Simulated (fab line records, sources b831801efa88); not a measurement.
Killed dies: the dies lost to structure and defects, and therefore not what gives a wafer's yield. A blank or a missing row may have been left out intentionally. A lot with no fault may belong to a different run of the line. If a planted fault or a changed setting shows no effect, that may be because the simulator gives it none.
Struck lot and sound lot, side by side    flow sky130    33 steps out of a route of 708
Sound: these wafers, L635.4, L635.5, L635.6. Wafers L638.3, L638.4, L638.6 were the ones struck. The cause is named last.
For every step that has rows: the tool of each side, followed by ch and its chambers, followed by its first start. Under that, the readings that differ: sound wafers    struck wafers    difference of the means    sigmas: that difference in standard deviations of wafers without a fault.
alike: words and numbers the same on both sides, and readings whose means are apart by under 2 such deviations; not compared: readings that were withheld, readings missing a value for some wafer, numbers with overlapping values and no deviation given by the record, and bounds like >300 which may hide the same value.
Wherever a step has rows on one side only, a row that says differs or no value, or a row with sigmas, the two part there. Numbers that have no deviation but don't overlap get no sigmas and don't part them. A reading missing from all wafers of one side parts the sides only when that side holds two or more wafers.

first, 5 steps without rows for these wafers: SKY_POLY_CUT_COAT_03 (resist thk 450 nm); SKY_POLY_CUT_SOFTBAKE_04 (time 90 s); SKY_POLY_CUT_EXPOSE_05 (exposes mask NPCM, target cd 270 nm); SKY_POLY_CUT_PEB_06; SKY_POLY_CUT_DEVELOP_07 (develop time 60 s).
SKY_POLY_CUT_CD_MEAS_08: target cd 270 nm.
  sound on cd sem-02 at day 24 02:49; struck on cd sem-02 at day 25 09:30
  alike: cd nm
SKY_POLY_CUT_OVL_MEAS_09:
  sound on overlay-02 at day 24 02:53; struck on overlay-02 at day 25 09:35
  alike: POLY_CUT_OVL
SKY_POLY_CUT_ETCH_10: etches BARC in N2/H2, stops on SiO2, time 45.9 s, target depth 60 nm.
  sound on rie diel-03 ch 1,2, day 24 02:55; struck on rie diel-03 ch 0,1,2, day 25 09:37
  alike: drypump motor current A, oes product au, rf fwd power W, throttle valve pct
  not compared: rf hours counter h
SKY_POLY_CUT_ETCH_11: etches Si3N4 in CF4/CH2F2/Ar, stops on poly-Si, time 42.5 s, target depth 60 nm.
  sound on rie diel-03 ch 1,2, day 24 02:57; struck on rie diel-03 ch 0,1,2, day 25 09:40
  alike: drypump motor current A, oes product au, rf fwd power W, throttle valve pct
  not compared: rf hours counter h
SKY_POLY_CUT_STRIP_12: strips in O2/N2.
  sound on plasma asher-03 ch 0,1, day 24 03:02; struck on plasma asher-01 ch 0,1, day 25 09:44
  alike: drypump motor current A, oes product au, strip time to endpoint s
  not compared: rf hours counter h
then, 2 steps without rows for these wafers: SKY_SD_P_DEHYDRATE_00 (time 60 s); SKY_SD_P_HMDS_01 (prime time 60 s).
SKY_SD_P_COAT_02: resist thk 1140 nm.
  struck on litho track-02, day 25 23:24; sound on litho track-03 ch 0, day 24 16:50
  no value came back on the struck wafers for chill plate temp C (C), dispense pressure kPa (kPa); on the sound wafers chill plate temp C (C) reads 22.93 22.74 22.85
then, 4 steps without rows for these wafers: SKY_SD_P_SOFTBAKE_03 (time 60 s); SKY_SD_P_EXPOSE_04 (exposes mask PSDM, target cd 380 nm); SKY_SD_P_PEB_05; SKY_SD_P_DEVELOP_06 (develop time 60 s).
SKY_SD_P_CD_MEAS_07: target cd 380 nm.
  sound on cd sem-01 at day 25 08:22; struck on cd sem-02 at day 26 14:32
reading     sound              struck  difference                     sigmas
cd nm (nm)  382.4 383.1 383.8  - - -   no value on the struck wafers  
SKY_SD_P_OVL_MEAS_08:
  sound on overlay-01 at day 25 08:27; struck on overlay-02 at day 26 14:38
reading        sound           struck  difference                     sigmas
SD_P_OVL (nm)  -2.3 -1.8 -2.2  - - -   no value on the struck wafers  
then, 1 step without rows for these wafers: SKY_SD_P_IMPLANT_09.
SKY_SD_P_STRIP_10: strips in O2/N2.
  sound on plasma asher-01 ch 0,1, day 25 08:39; struck on plasma asher-01 ch 0,1, day 26 14:50
  no value came back on the struck wafers for oes product au (a.u.), strip time to endpoint s (s); on the sound wafers oes product au (a.u.) reads 0.619 0.619 0.624
  alike: drypump motor current A
  not compared: rf hours counter h
SKY_SD_P_TW_MEAS_11:
  sound on film metro-03 at day 25 08:45; struck on film metro-02 at day 26 14:56
  alike: SD_P_TW
then, 8 steps without rows for these wafers: SKY_RES_XHIGH_DEHYDRATE_00 (time 60 s); SKY_RES_XHIGH_HMDS_01 (prime time 60 s); SKY_RES_XHIGH_COAT_02 (resist thk 1140 nm); SKY_RES_XHIGH_SOFTBAKE_03 (time 60 s); SKY_RES_XHIGH_EXPOSE_04 (exposes mask URPM, target cd 1270 nm); SKY_RES_XHIGH_PEB_05; SKY_RES_XHIGH_DEVELOP_06 (develop time 60 s); SKY_RES_XHIGH_IMPLANT_07.
SKY_RES_XHIGH_STRIP_08: strips in O2/N2.
  sound on plasma asher-04 ch 0,1, day 26 13:35; struck on plasma asher-01 ch 0,1, day 27 19:38
  alike: drypump motor current A, oes product au, strip time to endpoint s
  not compared: rf hours counter h
SKY_RES_XHIGH_TW_MEAS_09:
  sound on film metro-03 at day 26 13:41; struck on film metro-01 at day 27 19:44
reading       sound           struck          difference  sigmas
RES_XHIGH_TW  1668 1656 1658  2858 2863 2853  +1197       +80
then, 1 step without rows for these wafers: SKY_SD_N_DEHYDRATE_00 (time 60 s).

## WHERE THEY PART
Earliest at SKY_SD_P_COAT_02; latest, in this record, at SKY_RES_XHIGH_TW_MEAS_09.

WHY: what the simulator had put in
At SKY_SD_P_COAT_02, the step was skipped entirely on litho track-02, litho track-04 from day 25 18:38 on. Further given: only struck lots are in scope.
